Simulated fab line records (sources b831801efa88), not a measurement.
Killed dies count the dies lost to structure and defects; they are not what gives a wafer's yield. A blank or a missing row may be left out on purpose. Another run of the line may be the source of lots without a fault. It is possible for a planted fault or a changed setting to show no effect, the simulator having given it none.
Which tool was responsible?	flow sky130	Sampling: 11 lots, 33 wafers, 2 of 708 route steps

== WHAT EACH GAUGE READ, for each wafer ==
SKY_SPACER_THK_MEAS_01.
lot	measured	on	SPACER_CVD_00_THK (nm)
L451	day 24 02:10	filmMetro-03	43.3 43.3 43.1
L450	day 24 03:22	filmMetro-01	43.2 43.4 43.4
L452	day 24 08:23	filmMetro-01	43.5 43.1 43.2
L453	day 24 13:54	filmMetro-02	43.3 43.1 43.2
L454	day 24 18:38	filmMetro-02	43.3 42.9 43.0
L456	day 25 14:46	filmMetro-01	42.7 42.9 42.6
L458	day 26 05:17	filmMetro-01	33.4 33.0 33.1
L469	day 29 22:25	filmMetro-03	43.2 42.9 43.2
L470	day 30 05:49	filmMetro-02	43.0 43.4 42.8
L471	day 30 11:10	filmMetro-03	42.4 42.3 42.7
L472	day 30 16:31	filmMetro-01	43.3 43.0 43.3

== WHICH TOOL RAN EACH LOT (tool, then ch and the chambers of the sampled wafers, then the start) ==
lot	SKY_SPACER_CVD_00
L451	lpcvd-02 ch 1, day 24 00:57
L450	lpcvd-02 ch 0, day 24 02:10
L452	lpcvd-02 ch 1, day 24 07:10
L453	lpcvd-02 ch 1, day 24 12:41
L454	lpcvd-02 ch 1, day 24 17:24
L456	lpcvd-02 ch 1, day 25 13:33
L458	lpcvd-02 ch 0, day 26 04:05
L469	lpcvd-02 ch 0, day 29 21:12
L470	lpcvd-02 ch 0, day 30 04:35
L471	lpcvd-02 ch 1, day 30 09:55
L472	lpcvd-02 ch 0, day 30 15:17
- SKY_SPACER_CVD_00: deposits Si3N4 from DCS/NH3, target thk 43.1 nm, time 740 s.

== THE ANSWER, worked out from the rows above alone ==
Rule: the usual values come from the lots themselves. Put in order of their means at a reading, lots are off if they are a third of the lots or fewer, leave a main group of 4 or more, and stand apart from it by a gap of 3 or more times the standard deviation of the main group's means; of several such gaps the widest counts. The tables above print the reading to a certain number of digits; a main group whose means all agree to those digits is not used. Also off: a lot with no number at a reading for which 4 or more lots have one. The other lots that the step has rows for count as sound.
Off: L458, at SKY_SPACER_THK_MEAS_01 (SPACER_CVD_00_THK). The main group: mean 43.1 nm, standard deviation 0.25.
A tool fits if, at a process step before that reading, it ran every lot that is off, and no sound lot after the first of them. Gauges at SKY_SPACER_THK_MEAS_01: tried the same way as those tools. None of those tried fits.

== WHAT HAD BEEN PUT IN BY THE SIMULATOR ==
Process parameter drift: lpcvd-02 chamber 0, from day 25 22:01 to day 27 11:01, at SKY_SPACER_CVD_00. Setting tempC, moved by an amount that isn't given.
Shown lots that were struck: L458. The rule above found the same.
